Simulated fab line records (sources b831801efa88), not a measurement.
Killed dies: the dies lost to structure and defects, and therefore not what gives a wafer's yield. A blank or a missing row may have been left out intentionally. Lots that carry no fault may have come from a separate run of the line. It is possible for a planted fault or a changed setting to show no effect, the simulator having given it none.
Chamber matching    flow sky130    SKY_CONTACT_CMP_04 on cmp-02 has 4 sister chambers
The step polishes SiO2. 8 wafers are shown with their chamber, then 12 later ones without.

WAFERS WITH THEIR CHAMBER
wafer   chamber  motorCurrentA (A)  timeToEndpointS (s)
L084.4  3        11.5               79
L087.1  3        11.3               83
L087.4  1        11.7               81
L087.6  0        11.1               83
L091.2  0        11.5               95
L092.2  2        10.5               83
L092.4  1        11.5               83
L092.5  2        10.3               87

WAFERS WITH NO CHAMBER GIVEN
wafer   motorCurrentA (A)  timeToEndpointS (s)
L093.2  11.4               85
L093.4  11.2               89
L093.6  10.7               89
L094.2  11.8               82
L094.3  10.8               89
L094.6  11.3               88
L094.1  10.2               82
L094.4  11.7               85
L094.5  11.6               88
L097.2  10.8               89
L097.3  10.1               82
L097.6  11.4               81

CHAMBER TAKEN BY EACH
wafer   from the rows above           in truth
L093.2  can't be placed: 3 or 0 or 1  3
L093.4  can't be placed: 0 or 3       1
L093.6  can't be placed: 2 or 0       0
L094.2  can't be placed: 1 or 3 or 0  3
L094.3  can't be placed: 2 or 0 or 3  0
L094.6  can't be placed: 0 or 3 or 1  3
L094.1  2                             2
L094.4  can't be placed: 1 or 3 or 0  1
L094.5  can't be placed: 1 or 0 or 3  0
L097.2  can't be placed: 2 or 0 or 3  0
L097.3  2                             2
L097.6  can't be placed: 3 or 1 or 0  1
2 of 12 placed correctly. From these rows, 10 cannot be placed; in 9 the true chamber is one of the candidates. 0 placed wrongly.
How it was worked out, from the rows above alone: a wafer's distance from a chamber is the root of the sum, over the readings, of the square of ((its reading less the chamber's mean) divided by the reading's scatter). The wafer belongs to the nearest chamber; if the next one is less than 2 further off, it can't be placed. Each chamber's mean is taken over the wafers shown for it. How the scatter is found: for the shown wafers, subtract from each reading the mean of its chamber, square and add these, divide the total by (wafers less chambers), then take the root.
